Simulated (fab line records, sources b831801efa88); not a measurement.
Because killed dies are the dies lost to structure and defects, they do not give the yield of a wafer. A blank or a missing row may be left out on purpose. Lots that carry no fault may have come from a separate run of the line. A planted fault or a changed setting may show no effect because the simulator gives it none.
fab line records	flow sfq_line
record: lots: 6	wafers: 18	last_day: 94
route steps=325 shown JJ@185 M5@198
lots untouched by any fault: they come from a run of this same line in which no faults occurred
start_h: hours from the record's opening day to when the first of the lot's shown wafers began	wait_h: hours from the lot's prior step to this one	" the same as in the row above	L1.1+2: one row covering several wafers at once	- either no value or no given start	* or withheld: withheld	< > ~ a bound
route shown NAME@n: NAME is a module with steps in the file, n the number in the route of the first one	usual: mean/standard deviation taken from wafers without a fault	same: alike in all rows	chamber/n: place in a boat	sites: per-site readings	_std_site: the standard deviation of these	_edge_site: mean of outer sites minus mean of inner sites	radius_mm: for every site, how far away it sits from the centre of the wafer	mask NAME#n: copy n	behind: the tool/chamber that last shaped the wafer	hold: reason for holding the lot/hours on hold/outcome of the hold	device: whichever transistor did not switch (one of n, p or np)	end of line: the same wafers' tests at the end of the route	where a step has no rows: the recipe by itself	killed: count of dies lost to structure and defects at first sort (not the wafer's yield)	map: per-die view of a wafer (x killed, . not killed, _ where there is no die)
set.NAME: setting as actually run; set.NAME@STEP: the setting as run at that earlier step	model.NAME: the simulator's own value behind a step, which no gauge read
lots seen at some steps along the route; tables by step, rows by wafer
services: when a tool's chamber went out of use (start_h, in hours from the record's first day, below 0 if earlier), for how many hours, and the reason
== steps ==
step: SFQ_TRILAYER_JJ_CE_LITHO_COAT_119
recipe: resist: BARC	spin_rpm: 3000	resist_thk_nm: 62
step: SFQ_TRILAYER_JJ_CE_LITHO_COAT_114
recipe: resist: KrF	spin_rpm: 3000	resist_thk_nm: 600
step: SFQ_TRILAYER_JJ_CE_LITHO_SOFTBAKE_118
recipe: temp_c: withheld	time_s: withheld	resist: KrF
step: SFQ_TRILAYER_JJ_CE_LITHO_EXPOSE_115
recipe: mask_id: J5	na: 0.6	source_shape: conventional	sigma_outer: 0.65	target_cd_nm: 700	dose_mj: 14.4
step: SFQ_TRILAYER_JJ_CE_LITHO_PEB_117
recipe: peb_temp_c: 115	peb_time_s: 60	resist: KrF
step: SFQ_TRILAYER_JJ_CE_LITHO_DEVELOP_116
recipe: time_s: 60	resist: KrF
step: SFQ_JJ_OVL_MEAS_931
usual: J5_OVL: 1/6.1
lot.wafer	tool	chamber	start_h	wait_h	J5_OVL[nm]
L850.2	overlay-01	-	1543.27	0.1	1
L850.4	"	-	"	"	6
L850.6	"	-	"	"	6
L860.4	overlay-02	-	1650.23	0.1	4
L860.5	"	-	"	"	3
L860.6	"	-	"	"	11
L861.1	overlay-01	-	1660.73	0.1	-5
L861.2	"	-	"	"	5
L861.4	"	-	"	"	8
L862.2	overlay-01	-	1666.73	0.1	0
L862.3	"	-	"	"	9
L862.6	"	-	"	"	5
L867.1	overlay-01	-	1693.13	0.1	7
L867.2	"	-	"	"	-11
L867.4	"	-	"	"	-5
L869.4	overlay-02	-	1701.55	0.1	4
L869.5	"	-	"	"	-8
L869.6	"	-	"	"	3
step: SFQ_TRILAYER_JJ_CE_METRO_MEASURE_117
usual: cd_nm: 700.1/1.2
lot.wafer	tool	chamber	start_h	wait_h	cd_nm
L850.2	cd_sem-01	-	1543.50	0.2	700.0
L850.4	"	-	"	"	699.4
L850.6	"	-	"	"	699.7
L860.4	cd_sem-02	-	1650.85	0.6	698.8
L860.5	"	-	"	"	699.4
L860.6	"	-	"	"	699.4
L861.1	cd_sem-01	-	1660.76	0.0	700.1
L861.2	"	-	"	"	699.5
L861.4	"	-	"	"	700.5
L862.2	cd_sem-02	-	1666.96	0.2	702.5
L862.3	"	-	"	"	702.1
L862.6	"	-	"	"	702.1
L867.1	cd_sem-01	-	1693.16	0.0	699.3
L867.2	"	-	"	"	701.0
L867.4	"	-	"	"	699.9
L869.4	cd_sem-01	-	1702.16	0.6	699.2
L869.5	"	-	"	"	699.2
L869.6	"	-	"	"	699.1
step: SFQ_TRILAYER_JJ_CE_BARC_OPEN_RIE_150
recipe: mask_material: PR	chemistry: O2	target_depth_nm: 240	target: BARC	icp_w: 600	bias_w: 80	pressure_mtorr: 10	time_s: 80
usual: drypump_motor_current_A: 5.6/0.35	oes_product_au: 0.538/0.0044
lot.wafer	tool	chamber	start_h	wait_h	drypump_motor_current_A	oes_product_au	rf_hours_counter_h
L850.2	rie_metal-03	0	1544.50	0.8	5.5	0.540	56
L850.4	"	0	"	"	5.5	0.540	-
L850.6	"	0	"	"	5.5	0.544	-
L860.4	rie_metal-03	0	1651.48	0.4	5.5	0.533	-
L860.5	"	1	"	"	5.8	0.536	-
L860.6	"	0	"	"	5.5	0.536	-
L861.1	rie_metal-01	0	1661.96	1.0	5.3	0.540	79
L861.2	"	1	"	"	5.3	0.545	16
L861.4	"	0	"	"	5.4	0.535	-
L862.2	rie_metal-02	0	1667.96	0.8	5.3	0.533	81
L862.3	"	1	"	"	6.4	0.533	-
L862.6	"	1	"	"	6.4	0.531	-
L867.1	rie_metal-01	0	1694.36	1.0	5.4	0.546	83
L867.2	"	1	"	"	5.4	0.545	20
L867.4	"	1	"	"	5.4	0.535	-
L869.4	rie_metal-02	1	1702.79	0.4	6.4	0.539	-
L869.5	"	1	"	"	6.4	0.543	-
L869.6	"	0	"	"	5.3	0.539	-
step: SFQ_TRILAYER_JJ_CE_ETCH_RIE_118
recipe: target: Nb	stop_on: Al2O3	mask_material: PR	taper_deg: 13.257	over_etch_frac: 0.15	time_s: 97.7	chemistry: SF6	target_depth_nm: 170	icp_w: 600	bias_w: 80	pressure_mtorr: 10
usual: drypump_motor_current_A: 5.6/0.35	oes_product_au: 0.990/0.0078
lot.wafer	tool	chamber	start_h	wait_h	drypump_motor_current_A	oes_product_au	rf_hours_counter_h
L850.2	rie_metal-03	0	1544.60	0.1	5.5	0.989	56
L850.4	"	0	"	"	5.5	0.994	-
L850.6	"	0	"	"	5.5	0.995	-
L860.4	rie_metal-03	0	1651.58	0.1	5.5	0.994	-
L860.5	"	1	"	"	5.8	0.985	-
L860.6	"	0	"	"	5.5	0.999	-
L861.1	rie_metal-01	0	1662.06	0.1	5.3	0.980	79
L861.2	"	1	"	"	5.4	0.989	16
L861.4	"	0	"	"	5.4	0.983	-
L862.2	rie_metal-02	0	1668.06	0.1	5.3	0.987	81
L862.3	"	1	"	"	6.4	0.980	-
L862.6	"	1	"	"	6.4	0.977	-
L867.1	rie_metal-01	0	1694.46	0.1	5.4	0.971	83
L867.2	"	1	"	"	5.4	0.988	20
L867.4	"	1	"	"	5.3	0.993	-
L869.4	rie_metal-02	1	1702.89	0.1	6.4	0.987	-
L869.5	"	1	"	"	6.5	0.986	-
L869.6	"	0	"	"	5.3	0.991	-
step: SFQ_TRILAYER_JJ_ANODIZE_ANODIZE_119
recipe: current_density_ma_cm2: withheld	end_current_density_ma_cm2: withheld	bath_temp_c: withheld
step: SFQ_TRILAYER_JJ_CE_STRIP_STRIP_120
recipe: gas: O2	power_w: 200	platen_temp_c: 40	overash_fraction: 0.65	chemistry: O2	pressure_mtorr: 50
usual: chamber_pressure_mTorr: 50.00/0.049	drypump_motor_current_A: 5.6/0.41	oes_product_au: 1.006/0.012
lot.wafer	tool	chamber	start_h	wait_h	chamber_pressure_mTorr	drypump_motor_current_A	oes_product_au	rf_hours_counter_h	model.KrF_of_TRILAYER_JJ_CE_LITHO_COAT_114.thk_nm	model.BARC_of_TRILAYER_JJ_CE_LITHO_COAT_119.thk_nm
L850.2	rie_metal-02	0	1545.20	0.0	49.95	5.3	1.021	63	0	0
L850.4	"	1	"	"	50.00	6.4	1.007	-	0	0
L850.6	"	1	"	"	49.95	6.4	1.008	-	0	0
L860.4	rie_metal-01	1	1652.75	0.6	-	-	-	-	477.2	61.79
L860.5	"	1	"	"	-	-	-	-	478.1	61.81
L860.6	"	1	"	"	-	-	-	-	474.4	61.85
L861.1	rie_metal-03	0	1662.66	0.0	-	-	-	-	479.6	61.99
L861.2	"	1	"	"	-	-	-	-	475.5	61.89
L861.4	"	0	"	"	-	-	-	-	477.8	61.95
L862.2	rie_metal-01	1	1668.66	0.0	50.07	5.4	1.032	17	0	0
L862.3	"	1	"	"	49.91	5.3	1.025	-	0	0
L862.6	"	0	"	"	49.96	5.4	0.986	-	0	0
L867.1	rie_metal-01	1	1695.06	0.0	49.97	5.4	1.004	20	0	0
L867.2	"	0	"	"	50.01	5.4	0.973	84	0	0
L867.4	"	0	"	"	50.03	5.4	0.990	-	0	0
L869.4	rie_metal-01	0	1703.66	0.2	50.03	5.4	0.990	-	0	0
L869.5	"	0	"	"	50.10	5.4	0.997	-	0	0
L869.6	"	1	"	"	50.07	5.4	1.024	-	0	0
step: SFQ_TRILAYER_JJ_CE_STRIP_SOLV_CLEAN_121
recipe: chemistry: NMP	temp_c: 70	time_s: 600
step: SFQ_TRILAYER_M5_LITHO_COAT_128
recipe: resist: BARC	spin_rpm: 3000	resist_thk_nm: 62
step: SFQ_TRILAYER_M5_LITHO_COAT_123
recipe: resist: KrF	spin_rpm: 3000	resist_thk_nm: 600
step: SFQ_TRILAYER_M5_LITHO_SOFTBAKE_127
recipe: temp_c: withheld	time_s: withheld	resist: KrF
step: SFQ_TRILAYER_M5_LITHO_EXPOSE_124
recipe: mask_id: M5	na: 0.6	source_shape: conventional	sigma_outer: 0.65	target_cd_nm: 700	dose_mj: 14.4
step: SFQ_TRILAYER_M5_LITHO_PEB_126
recipe: peb_temp_c: 115	peb_time_s: 60	resist: KrF
step: SFQ_TRILAYER_M5_LITHO_DEVELOP_125
recipe: time_s: 60	resist: KrF
step: SFQ_M5_OVL_MEAS_932
usual: M5_OVL: -3/5.6
lot.wafer	tool	chamber	start_h	wait_h	M5_OVL[nm]
L850.2	overlay-01	-	1655.02	0.1	-7
L850.4	"	-	"	"	0
L850.6	"	-	"	"	-4
L860.4	overlay-01	-	1755.80	0.1	-10
L860.5	"	-	"	"	-12
L860.6	"	-	"	"	-3
L861.1	overlay-01	-	1765.38	0.1	-10
L861.2	"	-	"	"	-3
L861.4	"	-	"	"	-5
L862.2	overlay-01	-	1770.18	0.1	5
L862.3	"	-	"	"	11
L862.6	"	-	"	"	2
L867.1	overlay-02	-	1795.85	0.1	0
L867.2	"	-	"	"	-4
L867.4	"	-	"	"	-2
L869.4	overlay-02	-	1805.47	0.1	-4
L869.5	"	-	"	"	-6
L869.6	"	-	"	"	-4
step: SFQ_TRILAYER_M5_BARC_OPEN_METAL_ETCH_161
recipe: mask_material: PR	chemistry: O2	target_depth_nm: 125	target: BARC	icp_w: 600	bias_w: 80	pressure_mtorr: 10	time_s: 41.7
usual: drypump_motor_current_A: 5.5/0.38	oes_product_au: 0.685/0.0044
lot.wafer	tool	chamber	start_h	wait_h	drypump_motor_current_A	oes_product_au	rf_hours_counter_h	model.etch.depth_nm
L850.2	rie_metal-04	0	1655.05	0.0	5.3	0.689	34	61.82
L850.4	"	0	"	"	5.3	0.682	-	62.02
L850.6	"	0	"	"	5.2	0.684	-	61.8
L860.4	rie_metal-01	0	1755.83	0.0	5.4	0.992	-	124.7
L860.5	"	0	"	"	5.4	0.995	-	124.2
L860.6	"	1	"	"	5.4	1.021	-	129.6
L861.1	rie_metal-01	0	1765.41	0.0	5.4	0.997	90	123.3
L861.2	"	1	"	"	5.4	1.014	36	127.5
L861.4	"	1	"	"	5.4	1.015	-	127.2
L862.2	rie_metal-01	0	1770.21	0.0	5.4	0.686	91	62.22
L862.3	"	1	"	"	5.4	0.679	-	61.99
L862.6	"	0	"	"	5.4	0.681	-	62.04
L867.1	rie_metal-02	1	1795.89	0.0	6.4	0.679	56	61.71
L867.2	"	0	"	"	5.3	0.677	101	61.63
L867.4	"	1	"	"	6.4	0.681	-	61.76
L869.4	rie_metal-02	0	1805.51	0.0	5.3	0.686	-	62.02
L869.5	"	0	"	"	5.3	0.673	-	61.93
L869.6	"	1	"	"	6.4	0.688	-	61.96
step: SFQ_TRILAYER_M5_ETCH_METAL_ETCH_126
recipe: target: Nb	stop_on: SiO2	mask_material: PR	over_etch_frac: 0.15	time_s: 203.2	chemistry: Cl2/BCl3	target_depth_nm: 265	icp_w: 600	bias_w: 80	pressure_mtorr: 10
usual: drypump_motor_current_A: 5.5/0.38	oes_product_au: 0.729/0.0065
lot.wafer	tool	chamber	start_h	wait_h	drypump_motor_current_A	oes_product_au	rf_hours_counter_h
L850.2	rie_metal-04	0	1655.11	0.0	5.3	0.724	34
L850.4	"	0	"	"	5.3	0.729	-
L850.6	"	0	"	"	5.3	0.730	-
L860.4	rie_metal-01	0	1755.94	0.1	5.4	0.718	-
L860.5	"	0	"	"	5.4	0.720	-
L860.6	"	1	"	"	5.4	0.714	-
L861.1	rie_metal-01	0	1765.47	0.0	5.4	0.733	90
L861.2	"	1	"	"	5.4	0.720	36
L861.4	"	1	"	"	5.4	0.714	-
L862.2	rie_metal-01	0	1770.27	0.0	5.4	0.733	91
L862.3	"	1	"	"	5.4	0.724	-
L862.6	"	0	"	"	5.4	0.729	-
L867.1	rie_metal-02	1	1795.95	0.0	6.4	0.728	56
L867.2	"	0	"	"	5.3	0.731	101
L867.4	"	1	"	"	6.4	0.727	-
L869.4	rie_metal-02	0	1805.61	0.1	5.3	0.727	-
L869.5	"	0	"	"	5.3	0.730	-
L869.6	"	1	"	"	6.4	0.724	-
== services ==
tool	chamber	start_h	hours	kind
rie_metal-04	0	1538.48	6.0	repair
cd_sem-01	-	1540.69	1.2	repair
rie_metal-02	1	1546.70	27.2	repair
cd_sem-01	-	1550.04	0.5	pm
cd_sem-02	-	1550.57	0.9	pm
cd_sem-02	-	1551.46	2.4	pm
cd_sem-02	-	1553.81	2.6	pm
cd_sem-02	-	1573.20	3.5	repair
cd_sem-01	-	1582.20	1.1	pm
cd_sem-02	-	1641.36	1.2	pm
rie_metal-01	0	1649.79	3.2	repair
cd_sem-01	-	1662.01	0.5	pm
rie_metal-04	0	1668.23	7.6	repair
cd_sem-01	-	1674.26	2.6	pm
cd_sem-02	-	1691.00	0.2	pm
rie_metal-01	0	1704.13	36.8	repair
cd_sem-02	-	1724.55	0.5	pm
cd_sem-02	-	1732.99	1.6	pm
rie_metal-03	-	1758.16	2.8	pm
cd_sem-01	-	1766.20	1.1	pm
cd_sem-01	-	1768.85	1.6	pm
cd_sem-02	-	1781.20	24.8	repair
== key ==
first_sign: step: SFQ_TRILAYER_JJ_CE_STRIP_STRIP_120	reading: tool_record	direction: missing
effect: step: SFQ_TRILAYER_M5_BARC_OPEN_METAL_ETCH_161	reading: oes_product_au	direction: up	sigmas: 73	usual: 0.685	struck: 1.006
model_effect: step: SFQ_TRILAYER_JJ_CE_STRIP_STRIP_120	value: KrF_of_TRILAYER_JJ_CE_LITHO_COAT_114.thk_nm	without: 0	struck: 477.1
model_effect: step: SFQ_TRILAYER_M5_BARC_OPEN_METAL_ETCH_161	value: etch.depth_nm	without: 61.96	struck: 126.1
met_at SFQ_TRILAYER_JJ_CE_STRIP_STRIP_120
struck_wafers L860.4,L860.5,L860.6,L861.1,L861.2,L861.4
fault: kind: skipped_step_whole	tool: rie_metal-01,rie_metal-03	chamber: -	onset_h: 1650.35	steps: SFQ_TRILAYER_JJ_CE_STRIP_STRIP_120	scope: struck_lots_only
